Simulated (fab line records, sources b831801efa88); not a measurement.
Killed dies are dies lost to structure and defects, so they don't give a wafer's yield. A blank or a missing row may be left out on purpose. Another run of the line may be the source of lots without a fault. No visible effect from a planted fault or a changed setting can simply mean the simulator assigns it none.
A sampling plan put to the test	flow gf180mcu	one line in one fab, 45 faults in these records, each fault weighed on the records of the lots it struck
The line's own looks make up the plan; these are the steps of the route where a gauge or inspection reads the wafer and leaves it unchanged. Where struck wafers have a number at a look and the file lists that look's usual mean and standard deviation on fault-free wafers, the look can be judged. Caught: a look later than the fault's first step finds the struck wafers' mean 4 or more of those standard deviations (sigma) from the usual mean. On the tool: the test repeated on the tool's own readings taken at the fault's steps. Caught also covers a different recipe on the struck wafers, or a record left blank for those wafers only.

== THE FAULTS, as the simulator had put them in ==
1. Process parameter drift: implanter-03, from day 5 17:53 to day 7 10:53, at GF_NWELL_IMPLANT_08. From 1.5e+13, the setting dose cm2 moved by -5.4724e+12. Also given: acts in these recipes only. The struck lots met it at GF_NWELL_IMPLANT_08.
2. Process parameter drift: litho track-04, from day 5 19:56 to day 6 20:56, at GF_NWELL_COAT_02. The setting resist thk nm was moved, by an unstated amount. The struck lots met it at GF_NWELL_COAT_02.
3. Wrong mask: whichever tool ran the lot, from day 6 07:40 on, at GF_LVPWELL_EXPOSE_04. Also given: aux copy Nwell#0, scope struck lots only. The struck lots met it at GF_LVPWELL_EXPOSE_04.
4. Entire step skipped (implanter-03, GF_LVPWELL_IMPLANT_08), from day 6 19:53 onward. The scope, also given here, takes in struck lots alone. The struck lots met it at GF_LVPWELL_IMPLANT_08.
5. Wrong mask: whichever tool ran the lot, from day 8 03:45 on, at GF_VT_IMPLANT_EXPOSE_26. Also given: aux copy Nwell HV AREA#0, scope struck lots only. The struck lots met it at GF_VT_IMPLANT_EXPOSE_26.
6. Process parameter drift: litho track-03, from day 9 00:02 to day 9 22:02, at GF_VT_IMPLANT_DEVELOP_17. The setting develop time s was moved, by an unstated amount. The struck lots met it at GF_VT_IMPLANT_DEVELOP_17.
7. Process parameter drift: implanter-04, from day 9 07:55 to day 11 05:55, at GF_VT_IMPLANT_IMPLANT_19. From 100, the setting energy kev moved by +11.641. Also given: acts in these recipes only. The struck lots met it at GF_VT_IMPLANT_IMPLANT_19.
8. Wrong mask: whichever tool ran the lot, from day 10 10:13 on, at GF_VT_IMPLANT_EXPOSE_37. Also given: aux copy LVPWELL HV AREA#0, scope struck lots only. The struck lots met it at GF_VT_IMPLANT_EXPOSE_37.
9. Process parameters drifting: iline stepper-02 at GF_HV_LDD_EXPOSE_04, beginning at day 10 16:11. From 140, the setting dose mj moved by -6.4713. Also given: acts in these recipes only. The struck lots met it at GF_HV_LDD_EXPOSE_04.
10. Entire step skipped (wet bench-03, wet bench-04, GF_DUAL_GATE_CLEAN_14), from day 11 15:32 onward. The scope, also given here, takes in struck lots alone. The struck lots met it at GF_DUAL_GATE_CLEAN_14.
11. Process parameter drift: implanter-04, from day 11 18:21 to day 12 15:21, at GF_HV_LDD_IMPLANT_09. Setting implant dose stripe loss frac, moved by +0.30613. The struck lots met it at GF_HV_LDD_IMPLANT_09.
12. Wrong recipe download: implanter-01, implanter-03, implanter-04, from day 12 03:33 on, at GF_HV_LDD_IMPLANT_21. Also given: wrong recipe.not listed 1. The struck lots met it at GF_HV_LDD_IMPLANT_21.
13. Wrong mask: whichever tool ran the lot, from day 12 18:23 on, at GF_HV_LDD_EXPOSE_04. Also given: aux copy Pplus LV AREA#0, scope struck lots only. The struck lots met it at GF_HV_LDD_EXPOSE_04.
14. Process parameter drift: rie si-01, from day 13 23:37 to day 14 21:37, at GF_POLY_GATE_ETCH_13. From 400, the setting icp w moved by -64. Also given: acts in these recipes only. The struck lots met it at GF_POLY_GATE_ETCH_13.
15. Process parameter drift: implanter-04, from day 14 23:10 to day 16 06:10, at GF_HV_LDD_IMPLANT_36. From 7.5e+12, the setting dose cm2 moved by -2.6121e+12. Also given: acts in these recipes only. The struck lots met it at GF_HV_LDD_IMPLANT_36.
16. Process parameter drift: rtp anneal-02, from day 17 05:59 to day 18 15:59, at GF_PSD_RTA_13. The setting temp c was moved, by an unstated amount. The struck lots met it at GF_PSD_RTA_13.
17. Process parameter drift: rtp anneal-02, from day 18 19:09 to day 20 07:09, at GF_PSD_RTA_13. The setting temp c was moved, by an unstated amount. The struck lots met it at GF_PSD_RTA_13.
18. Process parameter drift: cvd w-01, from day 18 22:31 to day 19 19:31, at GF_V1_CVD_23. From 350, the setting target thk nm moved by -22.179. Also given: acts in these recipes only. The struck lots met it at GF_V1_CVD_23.
19. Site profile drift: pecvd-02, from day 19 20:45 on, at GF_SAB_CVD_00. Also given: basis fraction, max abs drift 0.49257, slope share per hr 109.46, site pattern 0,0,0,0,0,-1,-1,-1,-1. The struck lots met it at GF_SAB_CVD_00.
20. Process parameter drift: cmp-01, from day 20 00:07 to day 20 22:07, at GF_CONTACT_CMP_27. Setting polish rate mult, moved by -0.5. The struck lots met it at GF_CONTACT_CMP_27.
21. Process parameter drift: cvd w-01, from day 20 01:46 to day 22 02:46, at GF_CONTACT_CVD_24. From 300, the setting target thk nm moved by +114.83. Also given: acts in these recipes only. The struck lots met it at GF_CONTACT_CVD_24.
22. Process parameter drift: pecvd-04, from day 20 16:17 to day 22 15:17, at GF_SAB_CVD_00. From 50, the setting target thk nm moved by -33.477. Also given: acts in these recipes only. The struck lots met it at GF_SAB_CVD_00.
23. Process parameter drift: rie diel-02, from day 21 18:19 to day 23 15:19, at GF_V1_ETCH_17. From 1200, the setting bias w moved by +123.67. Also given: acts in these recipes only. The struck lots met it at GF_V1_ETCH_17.
24. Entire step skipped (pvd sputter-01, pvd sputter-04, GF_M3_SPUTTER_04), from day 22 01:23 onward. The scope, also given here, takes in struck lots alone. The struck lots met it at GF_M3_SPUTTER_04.
25. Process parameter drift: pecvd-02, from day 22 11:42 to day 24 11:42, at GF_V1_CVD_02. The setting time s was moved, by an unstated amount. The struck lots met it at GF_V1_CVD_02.
26. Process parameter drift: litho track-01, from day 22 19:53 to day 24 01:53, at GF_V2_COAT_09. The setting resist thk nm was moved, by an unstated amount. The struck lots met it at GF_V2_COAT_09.
27. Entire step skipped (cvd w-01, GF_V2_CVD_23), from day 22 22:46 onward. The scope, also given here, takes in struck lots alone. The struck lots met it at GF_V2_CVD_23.
28. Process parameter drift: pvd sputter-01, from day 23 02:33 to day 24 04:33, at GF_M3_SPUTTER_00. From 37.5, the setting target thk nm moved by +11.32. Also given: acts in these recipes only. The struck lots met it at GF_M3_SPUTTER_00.
29. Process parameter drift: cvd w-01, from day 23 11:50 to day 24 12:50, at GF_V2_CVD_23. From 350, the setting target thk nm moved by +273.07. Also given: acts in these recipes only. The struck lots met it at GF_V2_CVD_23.
30. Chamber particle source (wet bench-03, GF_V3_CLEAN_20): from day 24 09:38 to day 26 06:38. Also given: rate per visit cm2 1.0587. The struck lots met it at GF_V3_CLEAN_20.
31. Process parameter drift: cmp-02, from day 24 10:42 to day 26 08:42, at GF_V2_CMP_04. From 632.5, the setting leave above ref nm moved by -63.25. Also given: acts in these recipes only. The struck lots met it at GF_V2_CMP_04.
32. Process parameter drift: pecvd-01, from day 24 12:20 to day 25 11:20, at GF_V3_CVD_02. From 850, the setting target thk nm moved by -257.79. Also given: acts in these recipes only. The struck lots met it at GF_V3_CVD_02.
33. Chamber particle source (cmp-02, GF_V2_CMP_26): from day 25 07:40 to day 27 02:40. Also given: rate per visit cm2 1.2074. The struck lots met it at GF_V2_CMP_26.
34. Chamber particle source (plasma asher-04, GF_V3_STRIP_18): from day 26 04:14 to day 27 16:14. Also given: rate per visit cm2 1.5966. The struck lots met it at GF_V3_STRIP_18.
35. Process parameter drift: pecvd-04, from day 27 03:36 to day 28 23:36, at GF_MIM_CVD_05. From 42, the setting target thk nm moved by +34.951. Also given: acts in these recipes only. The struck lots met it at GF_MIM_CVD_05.
36. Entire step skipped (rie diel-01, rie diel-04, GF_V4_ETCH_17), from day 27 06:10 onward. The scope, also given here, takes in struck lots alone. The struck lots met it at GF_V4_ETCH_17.
37. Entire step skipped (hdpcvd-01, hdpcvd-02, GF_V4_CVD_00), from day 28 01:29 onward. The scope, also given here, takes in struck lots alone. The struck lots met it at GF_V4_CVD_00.
38. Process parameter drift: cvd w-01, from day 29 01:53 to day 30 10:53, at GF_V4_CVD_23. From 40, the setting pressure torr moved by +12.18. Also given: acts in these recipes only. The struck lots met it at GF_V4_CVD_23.
39. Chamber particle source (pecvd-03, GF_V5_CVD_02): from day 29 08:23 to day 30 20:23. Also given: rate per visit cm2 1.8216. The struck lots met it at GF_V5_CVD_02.
40. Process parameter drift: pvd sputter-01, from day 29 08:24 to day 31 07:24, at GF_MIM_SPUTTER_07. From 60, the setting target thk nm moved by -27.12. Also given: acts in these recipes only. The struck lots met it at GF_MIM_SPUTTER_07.
41. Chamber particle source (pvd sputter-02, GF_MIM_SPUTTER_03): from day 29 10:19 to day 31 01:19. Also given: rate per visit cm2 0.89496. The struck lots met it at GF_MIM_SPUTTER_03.
42. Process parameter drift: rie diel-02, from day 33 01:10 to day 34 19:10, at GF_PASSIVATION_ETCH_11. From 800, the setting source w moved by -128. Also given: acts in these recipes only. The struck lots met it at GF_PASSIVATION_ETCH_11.
43. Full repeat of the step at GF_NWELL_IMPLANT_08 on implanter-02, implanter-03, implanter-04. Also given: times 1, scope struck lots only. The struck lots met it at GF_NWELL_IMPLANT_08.
44. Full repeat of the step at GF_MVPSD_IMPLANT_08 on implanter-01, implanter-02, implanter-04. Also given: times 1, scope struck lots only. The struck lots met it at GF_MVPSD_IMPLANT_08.
45. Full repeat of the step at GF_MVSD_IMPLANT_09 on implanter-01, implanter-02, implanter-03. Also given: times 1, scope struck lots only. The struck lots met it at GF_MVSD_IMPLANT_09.

== WHAT THE PLAN SAW ==
fault	on the tool itself	first look that catches it	reading, sigma	median hours from its first step to that look	hours from the fault's start to the first struck lot there	judged looks passed uncaught
1	dose ions cm2 -99 or beyond sigma	GF_NWELL_TW_MEAS_11	NWELL_TW -19	0.4	5	0
2	under 2 sigma	none of the 2 looks that can be judged after it	-	-	-	2
3	under 2 sigma	GF_LVPWELL_TW_MEAS_11	LVPWELL_TW -99 or beyond	7.6	9	0
4	the tool's record is blank for the struck wafers	GF_LVPWELL_TW_MEAS_11	LVPWELL_TW -70	0.4	4	0
5	under 2 sigma	GF_VT_IMPLANT_TW_MEAS_32	VT_IMPLANT_3_TW -99 or beyond	8.4	13	0
6	no reading that can be judged	no look after it can be judged	-	-	-	0
7	beam energy keV +99 or beyond sigma	GF_VT_IMPLANT_TW_MEAS_21	VT_IMPLANT_2_TW +4.8	0.2	2	0
8	under 2 sigma	GF_VT_IMPLANT_TW_MEAS_43	VT_IMPLANT_4_TW -99 or beyond	8.6	11	0
9	exposure dose mJ cm2 -35 sigma	GF_HV_LDD_CD_MEAS_07	cd nm -4.7	9.4	22	0
10	no reading that can be judged	no look after it can be judged	-	-	-	0
11	no reading that can be judged	GF_HV_LDD_RS_MEAS_53	HV_LDD_RS +7.8	63.1	67	0
12	under 2 sigma	GF_HV_LDD_TW_MEAS_23	HV_LDD_2_TW -57	0.2	7	0
13	no reading that can be judged	GF_HV_LDD_TW_MEAS_11	HV_LDD_TW -99 or beyond	10.2	16	0
14	rf fwd power W -42 sigma	no look after it can be judged	-	-	-	0
15	dose ions cm2 -99 or beyond sigma	GF_HV_LDD_TW_MEAS_38	HV_LDD_3_TW -4.3	0.2	7	0
16	wafer_temp_C_max -12 sigma	GF_PSD_RS_MEAS_14	NSD_RS +22	0.1	3	0
17	under 2 sigma	GF_PSD_RS_MEAS_14	NSD_RS -23	0.1	9	0
18	under 2 sigma	GF_V1_RS_MEAS_24	V1_W_RS +8.1	0.1	4	0
19	under 2 sigma	GF_SAB_THK_MEAS_01	SAB_CVD_00_THK -14	0.0	24	0
20	overpolish run s -99 or beyond sigma	no look after it can be judged	-	-	-	0
21	under 2 sigma	GF_CONTACT_RS_MEAS_25	CONTACT_W_RS -25	0.1	10	0
22	under 2 sigma	GF_SAB_THK_MEAS_01	SAB_CVD_00_THK -44	0.0	11	0
23	bias w +37 sigma	no look after it can be judged	-	-	-	0
24	the tool's record is blank for the struck wafers	GF_M3_THK_MEAS_06	M3_ALCU_THK +8.2	0.2	9	0
25	run length s +22 sigma	GF_V1_THK_MEAS_03	V1_CVD_02_THK +7.2	0.1	22	0
26	under 2 sigma	GF_V2_CD_MEAS_14	cd nm +4.7	11.7	18	0
27	the tool's record is blank for the struck wafers	GF_V2_RS_MEAS_24	V2_W_RS +99 or beyond	0.1	4	0
28	under 2 sigma	no look after it can be judged	-	-	-	0
29	under 2 sigma	GF_V2_RS_MEAS_24	V2_W_RS -39	0.1	3	0
30	no reading that can be judged	not the one look that can be judged after it	-	-	-	1
31	only faintly: time to endpoint s +3.2 sigma	not the one look that can be judged after it	-	-	-	1
32	under 2 sigma	GF_V3_THK_MEAS_03	V3_CVD_02_THK -21	0.1	3	0
33	under 2 sigma	no look after it can be judged	-	-	-	0
34	under 2 sigma	not the one look that can be judged after it	-	-	-	1
35	under 2 sigma	GF_MIM_THK_MEAS_06	MIM_CVD_05_THK +58	0.0	2	0
36	the tool's record is blank for the struck wafers	no look after it can be judged	-	-	-	0
37	the tool's record is blank for the struck wafers	not the one look that can be judged after it	strongest: V4_BOW at GF_V4_BOW_MEAS_05, -3.7	-	-	1
38	chamber pressure Torr +99 or beyond sigma	GF_V4_RS_MEAS_24	V4_W_RS -11	0.2	6	0
39	under 2 sigma	none of the 6 looks that can be judged after it	-	-	-	6
40	under 2 sigma	not the one look that can be judged after it	-	-	-	1
41	under 2 sigma	not the one look that can be judged after it	-	-	-	1
42	rf fwd power W -53 sigma	no look after it can be judged	-	-	-	0
43	no reading that can be judged	GF_NWELL_TW_MEAS_11	NWELL_TW +38	0.7	-	0
44	under 2 sigma	GF_MVPSD_TW_MEAS_11	MVPSD_TW +36	0.7	-	0
45	under 2 sigma	GF_MVSD_TW_MEAS_11	MVSD_TW +6.7	0.6	-	0
A dash: this means the fault isn't caught or the number doesn't appear in these records.

Caught at a look: 28 of 45. Caught on the tool: 16 of 45. By one or the other: 34 of 45.
Faults caught by the tool alone: 14, 20, 23, 36, 37, 42.
Caught at a look alone: faults 3, 5, 8, 11, 12, 13, 17, 18, 19, 21, 22, 26, 29, 32, 35, 43, 44, 45.
Caught by neither: faults 2, 6, 10, 28, 30, 31, 33, 34, 39, 40, 41.

== THINNER SAMPLING ==
In the worst case, this is how late the first struck lot would be measured if the look that catches a fault measured only every second or every third lot, by lot number:
fault	struck lots at that look, in order of time	every lot	every second lot	every third lot
1	L171, L173	5 h	may miss all 2	may miss all 2
3	L126	9 h	may miss it	may miss it
4	L390, L391, L392	4 h	9 h	13 h
5	L413	13 h	may miss it	may miss it
7	L818, L821	2 h	20 h	may miss all 2
8	L211	11 h	may miss it	may miss it
9	L696, L698, L699, L701	22 h	42 h	may miss all 4
11	L598, L599	67 h	76 h	may miss all 2
12	L320, L321, L322, L323	7 h	15 h	23 h
13	L686	16 h	may miss it	may miss it
15	L393, L395	7 h	may miss all 2	may miss all 2
16	L376, L377, L379	3 h	9 h	may miss all 3
17	L320, L323	9 h	34 h	may miss all 2
18	L747, L748	4 h	14 h	may miss all 2
19	L819, L820	24 h	29 h	may miss all 2
21	L783, L785	10 h	may miss all 2	may miss all 2
22	L889, L890	11 h	24 h	may miss all 2
24	L516, L517	9 h	19 h	may miss all 2
25	L782, L783	22 h	36 h	may miss all 2
26	L172, L174	18 h	may miss all 2	may miss all 2
27	L253, L254	4 h	10 h	may miss all 2
29	L424, L425	3 h	9 h	may miss all 2
32	L227, L228	3 h	9 h	may miss all 2
35	L272, L276	2 h	may miss all 2	may miss all 2
38	L686, L687	6 h	13 h	may miss all 2
Hours count from the start of the fault until the first struck lot that is measured. 4 sigma limit: tested on the pooled struck wafers, so a lone lot may be under it. Other struck lots may not be in these records.

== THE LONGEST TIMED WAY FROM STEP TO LOOK ==
Fault 11: the median time between GF_HV_LDD_IMPLANT_09 and GF_HV_LDD_RS_MEAS_53 is 63.1 hours. No look between them can be judged.
